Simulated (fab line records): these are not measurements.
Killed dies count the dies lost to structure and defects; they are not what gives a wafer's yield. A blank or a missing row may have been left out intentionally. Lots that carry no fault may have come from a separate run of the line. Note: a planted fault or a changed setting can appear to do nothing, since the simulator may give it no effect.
The tool behind it: which one? :: flow sky130 :: 72 wafers from 24 lots sampled at 6 of the route's 708 steps

== WHAT THE GAUGES READ, wafer by wafer ==
SKY_LI_CONTACT_OVL_MEAS_13.
lot: L075
measured: day 30 12:04
on: overlay-02
LI_CONTACT_OVL (nm): 6 2 1

lot: L074
measured: day 30 12:31
on: overlay-02
LI_CONTACT_OVL (nm): 2 -1 -4

lot: L076
measured: day 30 22:58
on: overlay-01
LI_CONTACT_OVL (nm): 2 1 5

lot: L077
measured: day 31 01:58
on: overlay-01
LI_CONTACT_OVL (nm): 12 7 9

lot: L078
measured: day 31 10:14
on: overlay-01
LI_CONTACT_OVL (nm): -1 -5 1

lot: L079
measured: day 31 20:59
on: overlay-02
LI_CONTACT_OVL (nm): -2 1 4

lot: L080
measured: day 32 03:22
on: overlay-01
LI_CONTACT_OVL (nm): -9 -8 -11

lot: L081
measured: day 32 10:54
on: overlay-01
LI_CONTACT_OVL (nm): 3 10 3

lot: L082
measured: day 32 15:58
on: overlay-01
LI_CONTACT_OVL (nm): 1 -2 -4

lot: L083
measured: day 32 17:41
on: overlay-01
LI_CONTACT_OVL (nm): -3 -3 -8

lot: L084
measured: day 33 04:10
on: overlay-02
LI_CONTACT_OVL (nm): 8 3 6

lot: L085
measured: day 33 12:11
on: overlay-01
LI_CONTACT_OVL (nm): -10 -10 -7

lot: L086
measured: day 34 07:43
on: overlay-02
LI_CONTACT_OVL (nm): 4 11 -2

lot: L087
measured: day 34 08:25
on: overlay-02
LI_CONTACT_OVL (nm): -3 -4 -3

lot: L088
measured: day 34 17:16
on: overlay-01
LI_CONTACT_OVL (nm): 8 7 2

lot: L089
measured: day 34 17:37
on: overlay-02
LI_CONTACT_OVL (nm): -9 -5 -2

lot: L090
measured: day 34 21:28
on: overlay-02
LI_CONTACT_OVL (nm): 1 -6 -5

lot: L091
measured: day 35 10:20
on: overlay-02
LI_CONTACT_OVL (nm): 6 7 -1

lot: L092
measured: day 35 14:04
on: overlay-02
LI_CONTACT_OVL (nm): -8 -5 -9

lot: L093
measured: day 36 00:01
on: overlay-01
LI_CONTACT_OVL (nm): 6 3 5

lot: L094
measured: day 36 05:31
on: overlay-01
LI_CONTACT_OVL (nm): 2 13 9

lot: L095
measured: day 36 21:01
on: overlay-02
LI_CONTACT_OVL (nm): 1 1 4

lot: L096
measured: day 36 23:23
on: overlay-01
LI_CONTACT_OVL (nm): 0 12 5

lot: L097
measured: day 37 03:52
on: overlay-02
LI_CONTACT_OVL (nm): 7 4 1

SKY_LOCAL_INTERCONNECT_CD_MEAS_11: target cd 170 nm.
lot: L075
measured: day 31 18:06
on: cdSem-02
cdNm (nm): 170.1 170.7 168.7

lot: L074
measured: day 31 18:27
on: cdSem-01
cdNm (nm): 170.9 170.6 171.5

lot: L076
measured: day 32 05:07
on: cdSem-02
cdNm (nm): 170.0 169.1 169.2

lot: L077
measured: day 32 07:59
on: cdSem-02
cdNm (nm): 171.5 172.1 171.9

lot: L078
measured: day 32 16:10
on: cdSem-01
cdNm (nm): 169.7 170.7 170.7

lot: L079
measured: day 33 01:26
on: cdSem-02
cdNm (nm): 168.4 170.2 170.9

lot: L080
measured: day 33 08:00
on: cdSem-02
cdNm (nm): 169.0 169.0 167.4

lot: L081
measured: day 33 15:48
on: cdSem-02
cdNm (nm): 170.0 170.6 170.8

lot: L082
measured: day 33 20:45
on: cdSem-02
cdNm (nm): 170.4 170.1 170.8

lot: L083
measured: day 33 22:04
on: cdSem-02
cdNm (nm): 171.2 170.8 170.5

lot: L084
measured: day 34 09:15
on: cdSem-02
cdNm (nm): 168.3 169.0 171.1

lot: L085
measured: day 34 16:13
on: cdSem-02
cdNm (nm): 170.5 168.9 168.1

lot: L086
measured: day 35 11:54
on: cdSem-01
cdNm (nm): 168.4 169.4 170.1

lot: L087
measured: day 35 13:16
on: cdSem-01
cdNm (nm): 168.3 168.5 169.6

lot: L088
measured: day 35 22:00
on: cdSem-02
cdNm (nm): 170.0 170.0 168.6

lot: L089
measured: day 35 22:01
on: cdSem-01
cdNm (nm): 168.1 169.3 168.3

lot: L090
measured: day 36 01:54
on: cdSem-01
cdNm (nm): 168.3 167.7 169.6

lot: L091
measured: day 36 14:29
on: cdSem-02
cdNm (nm): 168.9 170.2 170.3

lot: L092
measured: day 36 19:57
on: cdSem-01
cdNm (nm): 168.5 168.2 168.5

lot: L093
measured: day 37 03:37
on: cdSem-01
cdNm (nm): 169.0 170.9 169.6

lot: L094
measured: day 37 09:06
on: cdSem-02
cdNm (nm): 165.6 166.2 165.1

lot: L095
measured: day 38 00:57
on: cdSem-01
cdNm (nm): 171.6 170.8 171.4

lot: L096
measured: day 38 03:25
on: cdSem-01
cdNm (nm): 169.1 169.4 170.6

lot: L097
measured: day 38 07:43
on: cdSem-01
cdNm (nm): 171.4 171.7 170.7

SKY_CONTACT_OVL_MEAS_15.
lot: L075
measured: day 32 23:10
on: overlay-02
CONTACT_OVL (nm): -9 -12 -9

lot: L074
measured: day 33 00:01
on: overlay-02
CONTACT_OVL (nm): 3 1 4

lot: L076
measured: day 33 10:25
on: overlay-02
CONTACT_OVL (nm): 0 -3 -2

lot: L077
measured: day 33 12:35
on: overlay-02
CONTACT_OVL (nm): 3 4 4

lot: L078
measured: day 33 21:34
on: overlay-01
CONTACT_OVL (nm): 0 -6 2

lot: L079
measured: day 34 07:11
on: overlay-01
CONTACT_OVL (nm): -5 -1 -5

lot: L080
measured: day 34 12:10
on: overlay-01
CONTACT_OVL (nm): -2 0 3

lot: L081
measured: day 34 21:04
on: overlay-01
CONTACT_OVL (nm): -10 1 -4

lot: L082
measured: day 35 01:21
on: overlay-02
CONTACT_OVL (nm): -2 -4 0

lot: L083
measured: day 35 03:04
on: overlay-02
CONTACT_OVL (nm): -8 -7 -7

lot: L084
measured: day 35 14:34
on: overlay-01
CONTACT_OVL (nm): 1 1 -3

lot: L085
measured: day 35 21:11
on: overlay-01
CONTACT_OVL (nm): -1 3 -3

lot: L086
measured: day 36 19:40
on: overlay-02
CONTACT_OVL (nm): -2 10 11

lot: L087
measured: day 36 19:43
on: overlay-01
CONTACT_OVL (nm): 4 5 3

lot: L088
measured: day 37 02:34
on: overlay-01
CONTACT_OVL (nm): -1 1 2

lot: L089
measured: day 37 03:10
on: overlay-01
CONTACT_OVL (nm): -4 -3 0

lot: L090
measured: day 37 06:18
on: overlay-01
CONTACT_OVL (nm): -8 -1 -1

lot: L091
measured: day 37 19:22
on: overlay-01
CONTACT_OVL (nm): -6 -3 -7

lot: L092
measured: day 37 23:15
on: overlay-01
CONTACT_OVL (nm): -5 -2 -7

lot: L093
measured: day 38 08:25
on: overlay-02
CONTACT_OVL (nm): 6 4 6

lot: L094
measured: day 38 13:46
on: overlay-02
CONTACT_OVL (nm): 4 4 4

lot: L095
measured: day 39 04:49
on: overlay-02
CONTACT_OVL (nm): 2 4 0

lot: L096
measured: day 39 06:46
on: overlay-01
CONTACT_OVL (nm): -2 -5 1

lot: L097
measured: day 39 11:32
on: overlay-01
CONTACT_OVL (nm): -6 -4 -7

SKY_VIA2_CD_MEAS_12: target cd 200 nm.
lot: L075
measured: day 37 16:35
on: cdSem-02
cdNm (nm): 202.4 202.3 201.8

lot: L074
measured: day 37 16:42
on: cdSem-02
cdNm (nm): 200.1 200.0 200.2

lot: L076
measured: day 38 04:22
on: cdSem-01
cdNm (nm): 199.9 200.0 200.3

lot: L077
measured: day 38 05:59
on: cdSem-02
cdNm (nm): 199.2 199.4 198.5

lot: L078
measured: day 38 16:03
on: cdSem-02
cdNm (nm): 202.2 202.0 202.6

lot: L079
measured: day 39 01:16
on: cdSem-01
cdNm (nm): 199.1 201.4 200.6

lot: L080
measured: day 39 05:06
on: cdSem-01
cdNm (nm): 200.0 200.8 200.4

lot: L081
measured: day 39 14:39
on: cdSem-02
cdNm (nm): 200.6 200.4 199.4

lot: L082
measured: day 39 16:26
on: cdSem-02
cdNm (nm): 200.0 200.8 199.6

lot: L083
measured: day 39 22:22
on: cdSem-02
cdNm (nm): 196.8 197.2 197.3

lot: L084
measured: day 40 06:06
on: cdSem-02
cdNm (nm): 196.2 195.1 196.2

lot: L085
measured: day 40 13:08
on: cdSem-01
cdNm (nm): 202.4 201.0 200.9

lot: L086
measured: day 41 08:08
on: cdSem-02
cdNm (nm): 198.6 198.5 199.9

lot: L087
measured: day 41 08:13
on: cdSem-01
cdNm (nm): 200.1 200.9 199.6

lot: L088
measured: day 41 13:57
on: cdSem-02
cdNm (nm): 198.9 198.7 197.9

lot: L089
measured: day 41 16:28
on: cdSem-02
cdNm (nm): 201.6 200.7 200.2

lot: L090
measured: day 41 20:17
on: cdSem-02
cdNm (nm): 199.8 199.7 199.4

lot: L091
measured: day 42 07:01
on: cdSem-01
cdNm (nm): 202.6 201.7 201.9

lot: L092
measured: day 42 10:00
on: cdSem-02
cdNm (nm): 198.0 198.2 197.1

lot: L093
measured: day 42 19:55
on: cdSem-01
cdNm (nm): 200.6 198.8 199.5

lot: L094
measured: day 43 00:26
on: cdSem-02
cdNm (nm): 197.7 198.2 197.6

lot: L095
measured: day 43 13:20
on: cdSem-01
cdNm (nm): 199.4 198.8 200.2

lot: L096
measured: day 43 15:43
on: cdSem-02
cdNm (nm): 199.8 199.4 200.0

lot: L097
measured: day 43 20:58
on: cdSem-01
cdNm (nm): 202.8 202.1 202.3

== TOOL THAT RAN EACH LOT (tool first, then ch and the chambers of the sampled wafers, then the start) ==
lot: L075
SKY_LI_CONTACT_SPUTTER_19: pvdSputter-02, day 30 12:32
SKY_LOCAL_INTERCONNECT_ETCH_13: rieMetal-01 ch 0,1, day 31 18:15

lot: L074
SKY_LI_CONTACT_SPUTTER_19: pvdSputter-03, day 30 12:59
SKY_LOCAL_INTERCONNECT_ETCH_13: rieMetal-04 ch 1, day 31 18:36

lot: L076
SKY_LI_CONTACT_SPUTTER_19: pvdSputter-04, day 30 23:26
SKY_LOCAL_INTERCONNECT_ETCH_13: rieMetal-02 ch 0, day 32 05:16

lot: L077
SKY_LI_CONTACT_SPUTTER_19: pvdSputter-04, day 31 02:25
SKY_LOCAL_INTERCONNECT_ETCH_13: rieMetal-04 ch 0,1, day 32 08:07

lot: L078
SKY_LI_CONTACT_SPUTTER_19: pvdSputter-02, day 31 10:42
SKY_LOCAL_INTERCONNECT_ETCH_13: rieMetal-02 ch 0, day 32 16:19

lot: L079
SKY_LI_CONTACT_SPUTTER_19: pvdSputter-03, day 31 21:26
SKY_LOCAL_INTERCONNECT_ETCH_13: rieMetal-04 ch 0,1, day 33 01:35

lot: L080
SKY_LI_CONTACT_SPUTTER_19: pvdSputter-02, day 32 03:52
SKY_LOCAL_INTERCONNECT_ETCH_13: rieMetal-01 ch 0,1, day 33 08:09

lot: L081
SKY_LI_CONTACT_SPUTTER_19: pvdSputter-04, day 32 11:22
SKY_LOCAL_INTERCONNECT_ETCH_13: rieMetal-04 ch 0,1, day 33 15:58

lot: L082
SKY_LI_CONTACT_SPUTTER_19: pvdSputter-03, day 32 16:26
SKY_LOCAL_INTERCONNECT_ETCH_13: rieMetal-04 ch 0,1, day 33 20:54

lot: L083
SKY_LI_CONTACT_SPUTTER_19: pvdSputter-03, day 32 18:08
SKY_LOCAL_INTERCONNECT_ETCH_13: rieMetal-01 ch 0,1, day 33 22:12

lot: L084
SKY_LI_CONTACT_SPUTTER_19: pvdSputter-04, day 33 04:39
SKY_LOCAL_INTERCONNECT_ETCH_13: rieMetal-04 ch 0,1, day 34 09:24

lot: L085
SKY_LI_CONTACT_SPUTTER_19: pvdSputter-03, day 33 12:40
SKY_LOCAL_INTERCONNECT_ETCH_13: rieMetal-02 ch 0,1, day 34 16:19

lot: L086
SKY_LI_CONTACT_SPUTTER_19: pvdSputter-03, day 34 08:11
SKY_LOCAL_INTERCONNECT_ETCH_13: rieMetal-04 ch 0,1, day 35 12:04

lot: L087
SKY_LI_CONTACT_SPUTTER_19: pvdSputter-03, day 34 08:53
SKY_LOCAL_INTERCONNECT_ETCH_13: rieMetal-02 ch 0, day 35 13:24

lot: L088
SKY_LI_CONTACT_SPUTTER_19: pvdSputter-03, day 34 17:44
SKY_LOCAL_INTERCONNECT_ETCH_13: rieMetal-01 ch 0,1, day 35 22:09

lot: L089
SKY_LI_CONTACT_SPUTTER_19: pvdSputter-04, day 34 18:07
SKY_LOCAL_INTERCONNECT_ETCH_13: rieMetal-04 ch 0,1, day 35 22:10

lot: L090
SKY_LI_CONTACT_SPUTTER_19: pvdSputter-04, day 34 21:57
SKY_LOCAL_INTERCONNECT_ETCH_13: rieMetal-02 ch 0,1, day 36 02:03

lot: L091
SKY_LI_CONTACT_SPUTTER_19: pvdSputter-04, day 35 10:47
SKY_LOCAL_INTERCONNECT_ETCH_13: rieMetal-01 ch 1, day 36 14:39

lot: L092
SKY_LI_CONTACT_SPUTTER_19: pvdSputter-04, day 35 14:32
SKY_LOCAL_INTERCONNECT_ETCH_13: rieMetal-04 ch 0,1, day 36 20:06

lot: L093
SKY_LI_CONTACT_SPUTTER_19: pvdSputter-03, day 36 00:29
SKY_LOCAL_INTERCONNECT_ETCH_13: rieMetal-02 ch 0,1, day 37 03:45

lot: L094
SKY_LI_CONTACT_SPUTTER_19: pvdSputter-02, day 36 06:00
SKY_LOCAL_INTERCONNECT_ETCH_13: rieMetal-01 ch 0,1, day 37 09:16

lot: L095
SKY_LI_CONTACT_SPUTTER_19: pvdSputter-02, day 36 21:29
SKY_LOCAL_INTERCONNECT_ETCH_13: rieMetal-02 ch 1, day 38 01:06

lot: L096
SKY_LI_CONTACT_SPUTTER_19: pvdSputter-02, day 36 23:53
SKY_LOCAL_INTERCONNECT_ETCH_13: rieMetal-01 ch 0,1, day 38 03:34

lot: L097
SKY_LI_CONTACT_SPUTTER_19: pvdSputter-03, day 37 04:18
SKY_LOCAL_INTERCONNECT_ETCH_13: rieMetal-04 ch 0,1, day 38 07:50
- SKY_LI_CONTACT_SPUTTER_19: material Ti, target thk 20 nm, time 106.37 s.
- SKY_LOCAL_INTERCONNECT_ETCH_13: etches BARC in N2/H2, stops on SiO2, time 45.9 s, target depth 60 nm.

== WHAT THE TOOLS THEMSELVES READ (means of the sampled wafers that have a number; where no wafer has one, the mark that the record gives instead) ==
SKY_LI_CONTACT_SPUTTER_19.
lot: L075
tool: pvdSputter-02
throttleValvePct (%): 30.0

lot: L074
tool: pvdSputter-03
throttleValvePct (%): 30.2

lot: L076
tool: pvdSputter-04
throttleValvePct (%): 30.7

lot: L077
tool: pvdSputter-04
throttleValvePct (%): 30.5

lot: L078
tool: pvdSputter-02
throttleValvePct (%): 30.3

lot: L079
tool: pvdSputter-03
throttleValvePct (%): 30.8

lot: L080
tool: pvdSputter-02
throttleValvePct (%): 29.8

lot: L081
tool: pvdSputter-04
throttleValvePct (%): 29.9

lot: L082
tool: pvdSputter-03
throttleValvePct (%): 29.4

lot: L083
tool: pvdSputter-03
throttleValvePct (%): 30.7

lot: L084
tool: pvdSputter-04
throttleValvePct (%): 29.9

lot: L085
tool: pvdSputter-03
throttleValvePct (%): 29.8

lot: L086
tool: pvdSputter-03
throttleValvePct (%): 31.2

lot: L087
tool: pvdSputter-03
throttleValvePct (%): 30.8

lot: L088
tool: pvdSputter-03
throttleValvePct (%): 30.7

lot: L089
tool: pvdSputter-04
throttleValvePct (%): 30.3

lot: L090
tool: pvdSputter-04
throttleValvePct (%): 30.5

lot: L091
tool: pvdSputter-04
throttleValvePct (%): 30.0

lot: L092
tool: pvdSputter-04
throttleValvePct (%): 31.4

lot: L093
tool: pvdSputter-03
throttleValvePct (%): 29.9

lot: L094
tool: pvdSputter-02
throttleValvePct (%): 29.6

lot: L095
tool: pvdSputter-02
throttleValvePct (%): 30.2

lot: L096
tool: pvdSputter-02
throttleValvePct (%): 29.9

lot: L097
tool: pvdSputter-03
throttleValvePct (%): 31.2

SKY_LOCAL_INTERCONNECT_ETCH_13.
lot: L075
tool: rieMetal-01
drypumpMotorCurrentA (A): 5.7
oesProductAu (a.u.): 0.854
rfFwdPowerW (W): 502.4
throttleValvePct (%): 13.223

lot: L074
tool: rieMetal-04
drypumpMotorCurrentA (A): 5.5
oesProductAu (a.u.): 0.853
rfFwdPowerW (W): 498.6
throttleValvePct (%): 13.230

lot: L076
tool: rieMetal-02
drypumpMotorCurrentA (A): 6.1
oesProductAu (a.u.): 0.858
rfFwdPowerW (W): 501.9
throttleValvePct (%): 13.221

lot: L077
tool: rieMetal-04
drypumpMotorCurrentA (A): 5.8
oesProductAu (a.u.): 0.854
rfFwdPowerW (W): 501.8
throttleValvePct (%): 13.235

lot: L078
tool: rieMetal-02
drypumpMotorCurrentA (A): 6.1
oesProductAu (a.u.): 0.857
rfFwdPowerW (W): 505.3
throttleValvePct (%): 13.221

lot: L079
tool: rieMetal-04
drypumpMotorCurrentA (A): 6.0
oesProductAu (a.u.): 0.845
rfFwdPowerW (W): 502.8
throttleValvePct (%): 13.228

lot: L080
tool: rieMetal-01
drypumpMotorCurrentA (A): 5.6
oesProductAu (a.u.): 0.854
rfFwdPowerW (W): 502.7
throttleValvePct (%): 13.230

lot: L081
tool: rieMetal-04
drypumpMotorCurrentA (A): 5.8
oesProductAu (a.u.): 0.860
rfFwdPowerW (W): 500.7
throttleValvePct (%): 13.212

lot: L082
tool: rieMetal-04
drypumpMotorCurrentA (A): 6.1
oesProductAu (a.u.): 0.853
rfFwdPowerW (W): 502.6
throttleValvePct (%): 13.224

lot: L083
tool: rieMetal-01
drypumpMotorCurrentA (A): 5.7
oesProductAu (a.u.): 0.854
rfFwdPowerW (W): 502.9
throttleValvePct (%): 13.225

lot: L084
tool: rieMetal-04
drypumpMotorCurrentA (A): 6.1
oesProductAu (a.u.): 0.852
rfFwdPowerW (W): 503.6
throttleValvePct (%): 13.222

lot: L085
tool: rieMetal-02
drypumpMotorCurrentA (A): 6.2
oesProductAu (a.u.): 0.847
rfFwdPowerW (W): 503.7
throttleValvePct (%): 13.227

lot: L086
tool: rieMetal-04
drypumpMotorCurrentA (A): 5.8
oesProductAu (a.u.): 0.854
rfFwdPowerW (W): 501.3
throttleValvePct (%): 13.224

lot: L087
tool: rieMetal-02
drypumpMotorCurrentA (A): 6.1
oesProductAu (a.u.): 0.857
rfFwdPowerW (W): 503.0
throttleValvePct (%): 13.223

lot: L088
tool: rieMetal-01
drypumpMotorCurrentA (A): 5.7
oesProductAu (a.u.): 0.852
rfFwdPowerW (W): 501.9
throttleValvePct (%): 13.234

lot: L089
tool: rieMetal-04
drypumpMotorCurrentA (A): 5.8
oesProductAu (a.u.): 0.856
rfFwdPowerW (W): 500.7
throttleValvePct (%): 13.236

lot: L090
tool: rieMetal-02
drypumpMotorCurrentA (A): 6.2
oesProductAu (a.u.): 0.855
rfFwdPowerW (W): 504.7
throttleValvePct (%): 13.226

lot: L091
tool: rieMetal-01
drypumpMotorCurrentA (A): 5.4
oesProductAu (a.u.): 0.855
rfFwdPowerW (W): 498.4
throttleValvePct (%): 13.231

lot: L092
tool: rieMetal-04
drypumpMotorCurrentA (A): 6.1
oesProductAu (a.u.): 0.854
rfFwdPowerW (W): 502.5
throttleValvePct (%): 13.219

lot: L093
tool: rieMetal-02
drypumpMotorCurrentA (A): 6.2
oesProductAu (a.u.): 0.855
rfFwdPowerW (W): 504.7
throttleValvePct (%): 13.225

lot: L094
tool: rieMetal-01
drypumpMotorCurrentA (A): 5.7
oesProductAu (a.u.): 0.858
rfFwdPowerW (W): 502.3
throttleValvePct (%): 13.224

lot: L095
tool: rieMetal-02
drypumpMotorCurrentA (A): 6.3
oesProductAu (a.u.): 0.856
rfFwdPowerW (W): 502.0
throttleValvePct (%): 13.220

lot: L096
tool: rieMetal-01
drypumpMotorCurrentA (A): 5.6
oesProductAu (a.u.): 0.852
rfFwdPowerW (W): 502.3
throttleValvePct (%): 13.228

lot: L097
tool: rieMetal-04
drypumpMotorCurrentA (A): 5.8
oesProductAu (a.u.): 0.852
rfFwdPowerW (W): 501.5
throttleValvePct (%): 13.221

== THE ANSWER, worked out from the rows above alone ==
Rule: what is usual is taken from the lots themselves. The widest of any qualifying gaps counts: lots, ordered by their means at a reading, are off when they make up no more than a third of the lots, leave a main group of 4 or more, and stand apart from it by 3 or more times the standard deviation of that group's means. If all means in a main group match to the digits the tables above print for the reading, that group is not used. A lot without any number at a reading at which 4 lots or more have one is off too. All remaining lots with rows at the step are treated as sound. After the gauges, taken in route order, come the tools' own readings; for these a lot's mean is taken, as printed above. At the first step where some lot is off, the reading lying furthest off is the one used; lots without a number count as furthest.
Across all readings shown, no lot is off: no conclusion can be drawn from this.

== WHAT THE SIMULATOR PUT IN ==
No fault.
